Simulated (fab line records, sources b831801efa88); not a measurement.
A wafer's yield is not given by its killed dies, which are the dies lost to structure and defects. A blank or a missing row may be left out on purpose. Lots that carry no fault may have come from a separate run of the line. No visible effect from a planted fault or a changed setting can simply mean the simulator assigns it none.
fab line records | flow sky130 | part 2 of 2: steps 31 to 39 of 39
record: lots: 5 | wafers: 15 | last_day: 50
route steps=708 shown VIA2@530 METAL3@532 CAPM@537
lots untouched by any fault: they come from a run of this same line in which no faults occurred
start_h: hours from the record's opening day to when the first of the lot's shown wafers began | wait_h: time in hours since the lot's previous step | " unchanged from the row above | L1.1+2: one row covering several wafers at once | - no value present, or no start provided | * or withheld: withheld | < > ~ a bound
route shown NAME@n: NAME is a module with steps in the file, n the number in the route of the first one | usual: mean/standard deviation of fault-free wafers | same: alike in all rows | chamber/n: place in a boat | sites: the reading at each site | _std_site: their standard deviation | _edge_site: outer sites' mean less inner sites' | radius_mm: how far each site lies from the wafer's centre | mask NAME#n: copy n | behind: tool/chamber where the wafer was last shaped | hold: why the lot went on hold/how many hours it stayed there/how the hold came to an end | device: transistor that didn't switch, given as n, p or np | end of line: the tests these same wafers got at the end of their route | a step with no rows: only its recipe | killed: count of dies lost to structure and defects at first sort (not the wafer's yield) | map: a wafer's dies, x killed, . not, _ none there
set.NAME: the setting that was run; set.NAME@STEP: the one run at that earlier step | model.NAME: the simulator's own value behind a step, which no gauge read
lots at some steps of the route; a table a step, a row a wafer
services: the hour from which a tool's chamber was out of use, counted from the record's first day as start_h (under 0 if before that day), plus the number of hours and why
== steps ==
step: SKY_METAL3_EXPOSE_10
recipe: mask_id: MM3 | na: 0.68 | source_shape: annular | sigma_inner: 0.4 | sigma_outer: 0.8 | target_cd_nm: 300 | dose_mj: 28
lot.wafer  | tool           | chamber | start_h | wait_h | mask
L077.1+2+3 | krf_scanner-02 | 0       | -       | -      | MM3#0
L082.1+3+4 | krf_scanner-01 | 0       | -       | -      | MM3#0
L083.3+4+6 | krf_scanner-01 | 0       | -       | -      | MM3#0
L085.1+2+3 | krf_scanner-01 | 0       | -       | -      | MM3#0
L094.2+4+6 | krf_scanner-01 | 0       | -       | -      | MM3#0
step: SKY_METAL3_PEB_11
recipe: peb_temp_c: withheld | peb_time_s: withheld | resist: KrF-thick
lot.wafer  | tool           | chamber | start_h | wait_h
L077.1+2+3 | litho_track-03 | 0       | -       | -
L082.1+3+4 | litho_track-02 | 0       | -       | -
L083.3+4+6 | litho_track-03 | 0       | -       | -
L085.1+2+3 | litho_track-03 | 0       | -       | -
L094.2+4+6 | litho_track-03 | 0       | -       | -
step: SKY_METAL3_DEVELOP_12
recipe: develop_time_s: 60 | resist: KrF-thick | dev_temp_c: 21
lot.wafer  | tool           | chamber | start_h | wait_h
L077.1+2+3 | litho_track-03 | 0       | -       | -
L082.1+3+4 | litho_track-02 | 0       | -       | -
L083.3+4+6 | litho_track-03 | 0       | -       | -
L085.1+2+3 | litho_track-03 | 0       | -       | -
L094.2+4+6 | litho_track-03 | 0       | -       | -
step: SKY_METAL3_CD_MEAS_13
recipe: target_cd_nm: 300
usual: cd_nm: 299.6/1.2
lot.wafer | tool      | chamber | start_h | wait_h | cd_nm
L077.1    | cd_sem-02 | -       | 929.78  | -      | 299.8
L077.2    | "         | -       | "       | "      | 299.7
L077.3    | "         | -       | "       | "      | 300.7
L082.1    | cd_sem-02 | -       | 973.25  | -      | 300.7
L082.3    | "         | -       | "       | "      | 300.1
L082.4    | "         | -       | "       | "      | 299.9
L083.3    | cd_sem-01 | -       | 978.07  | -      | 300.2
L083.4    | "         | -       | "       | "      | 299.5
L083.6    | "         | -       | "       | "      | 297.3
L085.1    | cd_sem-01 | -       | 979.18  | -      | 299.8
L085.2    | "         | -       | "       | "      | 299.2
L085.3    | "         | -       | "       | "      | 299.6
L094.2    | cd_sem-01 | -       | 1042.30 | -      | 299.6
L094.4    | "         | -       | "       | "      | 299.2
L094.6    | "         | -       | "       | "      | 299.7
step: SKY_METAL3_OVL_MEAS_14
usual: METAL3_OVL: 5/5.6
lot.wafer | tool       | chamber | start_h | wait_h | METAL3_OVL[nm]
L077.1    | overlay-01 | -       | 929.90  | 0.1    | -2
L077.2    | "          | -       | "       | "      | -1
L077.3    | "          | -       | "       | "      | 0
L082.1    | overlay-01 | -       | 973.37  | 0.1    | 8
L082.3    | "          | -       | "       | "      | 2
L082.4    | "          | -       | "       | "      | 8
L083.3    | overlay-01 | -       | 978.17  | 0.1    | 6
L083.4    | "          | -       | "       | "      | 6
L083.6    | "          | -       | "       | "      | 4
L085.1    | overlay-02 | -       | 979.30  | 0.1    | 11
L085.2    | "          | -       | "       | "      | 4
L085.3    | "          | -       | "       | "      | 8
L094.2    | overlay-01 | -       | 1042.41 | 0.1    | 7
L094.4    | "          | -       | "       | "      | 11
L094.6    | "          | -       | "       | "      | -2
step: SKY_METAL3_DESCUM_15
recipe: chemistry: O2 | source_power_w: 150 | bias_power_w: 0 | pressure_mtorr: 10 | temp_c: 40 | time_s: 8
usual: drypump_motor_current_A: 5.6/0.49 | oes_product_au: 1.004/0.0099
same: bias_power_w: 0
lot.wafer | tool         | chamber | start_h | wait_h | drypump_motor_current_A | oes_product_au | rf_hours_counter_h
L077.1    | rie_metal-01 | 0       | 929.94  | 0.0    | 4.9                     | 1.001          | 14
L077.2    | "            | 1       | "       | "      | 5.8                     | 0.993          | 3
L077.3    | "            | 0       | "       | "      | 4.9                     | 1.000          | -
L082.1    | rie_metal-02 | 1       | 973.40  | 0.0    | 6.2                     | 0.996          | 4
L082.3    | "            | 1       | "       | "      | 6.2                     | 0.993          | -
L082.4    | "            | 0       | "       | "      | 5.5                     | 0.999          | -
L083.3    | rie_metal-04 | 0       | 978.20  | 0.0    | 5.1                     | 1.016          | -
L083.4    | "            | 1       | "       | "      | 6.2                     | 1.013          | -
L083.6    | "            | 0       | "       | "      | 5.1                     | 1.014          | -
L085.1    | rie_metal-02 | 1       | 979.34  | 0.0    | 6.2                     | 0.990          | 4
L085.2    | "            | 0       | "       | "      | 5.5                     | 1.003          | 13
L085.3    | "            | 1       | "       | "      | 6.2                     | 0.994          | -
L094.2    | rie_metal-04 | 0       | 1042.44 | 0.0    | 5.1                     | 1.022          | 21
L094.4    | "            | 0       | "       | "      | 5.0                     | 1.024          | -
L094.6    | "            | 0       | "       | "      | 5.1                     | 1.018          | -
step: SKY_METAL3_ETCH_16
recipe: chemistry: N2/H2 | target: BARC | ion_energy_ev: 200 | bias_w: 101.9 | pressure_mtorr: 30 | n2_flow_sccm: 100 | h2_flow_sccm: 200 | icp_w: 500 | stop_on: SiO2 | time_s: 88.2 | target_depth_a: 600
usual: drypump_motor_current_A: 5.6/0.5 | oes_product_au: 0.626/0.0047 | throttle_valve_pct: 13.206/0.0097
lot.wafer | tool         | chamber | start_h | wait_h | drypump_motor_current_A | oes_product_au | rf_hours_counter_h | throttle_valve_pct
L077.1    | rie_metal-01 | 0       | 929.97  | 0.0    | 4.9                     | 0.613          | 15                 | 13.199
L077.2    | "            | 1       | "       | "      | 5.8                     | 0.634          | 3                  | 13.204
L077.3    | "            | 0       | "       | "      | 4.9                     | 0.624          | -                  | 13.212
L082.1    | rie_metal-02 | 1       | 973.43  | 0.0    | 6.2                     | 0.622          | 4                  | 13.201
L082.3    | "            | 1       | "       | "      | 6.2                     | 0.628          | -                  | 13.202
L082.4    | "            | 0       | "       | "      | 5.5                     | 0.640          | -                  | 13.196
L083.3    | rie_metal-04 | 0       | 978.25  | 0.0    | 5.1                     | 0.620          | -                  | 13.213
L083.4    | "            | 1       | "       | "      | 6.2                     | 0.629          | -                  | 13.185
L083.6    | "            | 0       | "       | "      | 5.1                     | 0.630          | -                  | 13.206
L085.1    | rie_metal-02 | 1       | 979.37  | 0.0    | 6.2                     | 0.624          | 4                  | 13.203
L085.2    | "            | 0       | "       | "      | 5.6                     | 0.631          | 13                 | 13.191
L085.3    | "            | 1       | "       | "      | 6.2                     | 0.623          | -                  | 13.197
L094.2    | rie_metal-04 | 0       | 1042.47 | 0.0    | 5.1                     | 0.635          | 21                 | 13.204
L094.4    | "            | 0       | "       | "      | 5.1                     | 0.631          | -                  | 13.212
L094.6    | "            | 0       | "       | "      | 5.1                     | 0.633          | -                  | 13.193
step: SKY_METAL3_ETCH_17
recipe: target: SiO2 | stop_on: TiN | chemistry: C4F8/O2/Ar | source_w: 1500 | bias_w: 1153 | pressure_mtorr: 40 | c4f8_flow_sccm: withheld | O2_flow_sccm: 6 | Ar_flow_sccm: 300 | time_s: 3.9 | target_depth_a: 150
usual: oes_product_au: 0.752/0.0074
lot.wafer | tool        | chamber | start_h | wait_h | oes_product_au | rf_hours_counter_h
L077.1    | rie_diel-01 | 3       | 930.07  | 0.1    | 0.747          | 19
L077.2    | "           | 1       | "       | "      | 0.742          | 6
L077.3    | "           | 0       | "       | "      | 0.749          | 9
L082.1    | rie_diel-01 | 1       | 973.53  | 0.1    | 0.747          | 7
L082.3    | "           | 3       | "       | "      | 0.756          | 20
L082.4    | "           | 2       | "       | "      | 0.758          | 2
L083.3    | rie_diel-04 | 1       | 978.32  | 0.0    | 0.745          | 14
L083.4    | "           | 2       | "       | "      | 0.739          | 22
L083.6    | "           | 0       | "       | "      | 0.754          | -
L085.1    | rie_diel-04 | 0       | 979.47  | 0.1    | 0.751          | 12
L085.2    | "           | 1       | "       | "      | 0.754          | 14
L085.3    | "           | 3       | "       | "      | 0.750          | 10
L094.2    | rie_diel-04 | 1       | 1042.57 | 0.1    | 0.753          | 17
L094.4    | "           | 2       | "       | "      | 0.751          | 24
L094.6    | "           | 0       | "       | "      | 0.757          | -
step: SKY_METAL3_METAL_ETCH_18
recipe: target_depth_a: 8450 | stop_on: SiO2 | over_etch_frac: 0.3 | time_s: 183.1 | chemistry: Cl2/BCl3 | resist_sidewall_deg: 88 | pressure_mtorr: 10 | icp_w: 900 | bias_w: 48.5 | Cl2_flow_sccm: 60 | bcl3_flow_sccm: 30
usual: drypump_motor_current_A: 5.5/0.5 | oes_product_au: 0.868/0.0068 | throttle_valve_pct: 22.264/0.0097
lot.wafer | tool         | chamber | start_h | wait_h | drypump_motor_current_A | oes_product_au | rf_hours_counter_h | throttle_valve_pct
L077.1    | rie_metal-02 | 1       | 930.09  | 0.0    | 6.2                     | 0.876          | 2                  | 22.264
L077.2    | "            | 0       | "       | "      | 5.5                     | 0.869          | 11                 | 22.264
L077.3    | "            | 1       | "       | "      | 6.2                     | 0.868          | -                  | 22.266
L082.1    | rie_metal-04 | 1       | 973.55  | 0.0    | 6.2                     | 0.868          | 3                  | 22.270
L082.3    | "            | 0       | "       | "      | 5.1                     | 0.874          | -                  | 22.273
L082.4    | "            | 1       | "       | "      | 6.2                     | 0.881          | -                  | 22.253
L083.3    | rie_metal-01 | 1       | 978.40  | 0.1    | 5.8                     | 0.876          | -                  | 22.270
L083.4    | "            | 0       | "       | "      | 4.9                     | 0.867          | -                  | 22.267
L083.6    | "            | 0       | "       | "      | 4.9                     | 0.861          | -                  | 22.257
L085.1    | rie_metal-01 | 1       | 979.49  | 0.0    | 5.7                     | 0.875          | 6                  | 22.249
L085.2    | "            | 0       | "       | "      | 4.9                     | 0.869          | 18                 | 22.266
L085.3    | "            | 1       | "       | "      | 5.8                     | 0.865          | -                  | 22.260
L094.2    | rie_metal-01 | 1       | 1042.59 | 0.0    | 5.8                     | 0.864          | 9                  | 22.254
L094.4    | "            | 1       | "       | "      | 5.8                     | 0.869          | -                  | 22.263
L094.6    | "            | 0       | "       | "      | 4.9                     | 0.860          | -                  | 22.255
== services ==
tool             | chamber | start_h | hours | kind
rie_diel-04      | 1       | 854.70  | 2.4   | repair
krf_scanner-01   | -       | 866.56  | 5.3   | repair
krf_scanner-01   | -       | 876.09  | 3.6   | pm
plasma_asher-03  | -       | 881.48  | 0.7   | repair
krf_scanner-01   | -       | 882.98  | 4.4   | pm
pvd_sputter-04   | -       | 888.54  | 1.1   | repair
iline_stepper-02 | -       | 904.26  | 1.7   | pm
cmp-02           | -       | 912.47  | 4.0   | pm
pecvd-02         | -       | 915.09  | 6.0   | pm
cmp-02           | -       | 926.17  | 1.0   | repair
plasma_asher-03  | -       | 936.46  | 2.5   | repair
krf_scanner-01   | -       | 942.09  | 1.3   | pm
pecvd-02         | 2       | 953.30  | 17.7  | repair
pvd_sputter-02   | -       | 962.07  | 5.5   | repair
rie_metal-02     | 0       | 964.38  | 4.0   | repair
krf_scanner-01   | -       | 974.44  | 3.4   | repair
pvd_sputter-01   | -       | 978.72  | 24.4  | repair
krf_scanner-01   | -       | 986.35  | 1.0   | pm
pvd_sputter-04   | -       | 990.78  | 3.9   | repair
krf_scanner-01   | -       | 993.43  | 0.6   | repair
rie_metal-01     | -       | 1003.60 | 1.4   | pm
krf_scanner-01   | -       | 1009.15 | 0.8   | pm
rie_metal-04     | 1       | 1017.03 | 24.3  | repair
pecvd-02         | 1       | 1021.54 | 43.2  | repair
